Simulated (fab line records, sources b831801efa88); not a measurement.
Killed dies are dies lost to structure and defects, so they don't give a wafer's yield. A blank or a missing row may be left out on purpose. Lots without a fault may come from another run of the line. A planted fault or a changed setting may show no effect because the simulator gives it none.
Chamber matching | flow gf180mcu | GF_CONTACT_CVD_02 on pecvd-02: 3 sister chambers
The step deposits SiO2 from TEOS, target thk 860 nm, time 95.992 s. 16 wafers are shown with their chamber, then 8 later ones without.

WAFERS WITH THEIR CHAMBER
wafer  | chamber | heater_power_w (W) | rf_fwd_power_W (W) | susceptor_temp_C (C)
L966.1 | 2       | 708                | 597.4              | 400.06
L966.2 | 1       | 581                | 597.9              | 399.90
L966.4 | 2       | 737                | 597.7              | 399.93
L967.2 | 1       | 558                | 597.8              | 399.87
L967.4 | 0       | 544                | 599.8              | 400.09
L967.6 | 1       | 596                | 595.4              | 399.71
L971.1 | 1       | 503                | 596.6              | 400.36
L971.5 | 2       | 725                | 596.7              | 399.87
L971.6 | 0       | 551                | 595.9              | 399.59
L973.1 | 1       | 571                | 596.7              | 399.91
L973.4 | 1       | 600                | 595.6              | 399.94
L973.5 | 0       | 681                | 596.1              | 399.98
L978.2 | 1       | 483                | 594.2              | 400.06
L978.4 | 0       | 650                | 597.6              | 399.98
L978.6 | 2       | 562                | 594.0              | 399.51
L979.1 | 2       | 576                | 595.7              | 400.41

SIGNATURES (means of the wafers above)
reading          | chamber 0 | chamber 1 | chamber 2 | scatter within a chamber
heater_power_w   | 606.50    | 556.00    | 661.60    | 65.7
rf_fwd_power_W   | 597.350   | 596.314   | 596.300   | 1.51
susceptor_temp_C | 399.9100  | 399.9643  | 399.9560  | 0.25
Rule: a wafer's distance from a chamber is the root of the sum, over the readings, of the square of ((its reading less the chamber's mean) divided by the reading's scatter). The wafer belongs to the nearest chamber; if the next one is less than 2 further off, it can't be placed. The scatter: the root of (the sum of the squares of (reading less its chamber's mean) over the shown wafers, divided by (wafers less chambers)).

WAFERS WITHOUT THEIR CHAMBER
wafer  | heater_power_w (W) | rf_fwd_power_W (W) | susceptor_temp_C (C)
L979.3 | 604                | 595.7              | 399.69
L979.5 | 652                | 596.8              | 400.43
L986.2 | 698                | 595.4              | 399.73
L986.4 | 548                | 596.4              | 400.24
L986.5 | 669                | 597.5              | 400.21
L988.1 | 626                | 597.7              | 399.98
L988.3 | 677                | 593.5              | 399.86
L988.4 | 668                | 594.1              | 399.93

WHICH CHAMBER EACH WENT THROUGH
wafer  | from the rows above          | in truth
L979.3 | can't be placed: 1 or 0 or 2 | 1
L979.5 | can't be placed: 2 or 0 or 1 | 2
L986.2 | can't be placed: 2 or 0 or 1 | 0
L986.4 | can't be placed: 1 or 0 or 2 | 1
L986.5 | can't be placed: 2 or 0 or 1 | 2
L988.1 | can't be placed: 0 or 2 or 1 | 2
L988.3 | can't be placed: 2 or 1 or 0 | 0
L988.4 | can't be placed: 2 or 1 or 0 | 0
Placed correctly: 0 of 8. Can't be placed from these rows: 8 (the true chamber is among the candidates in 8). Placed wrongly: 0.
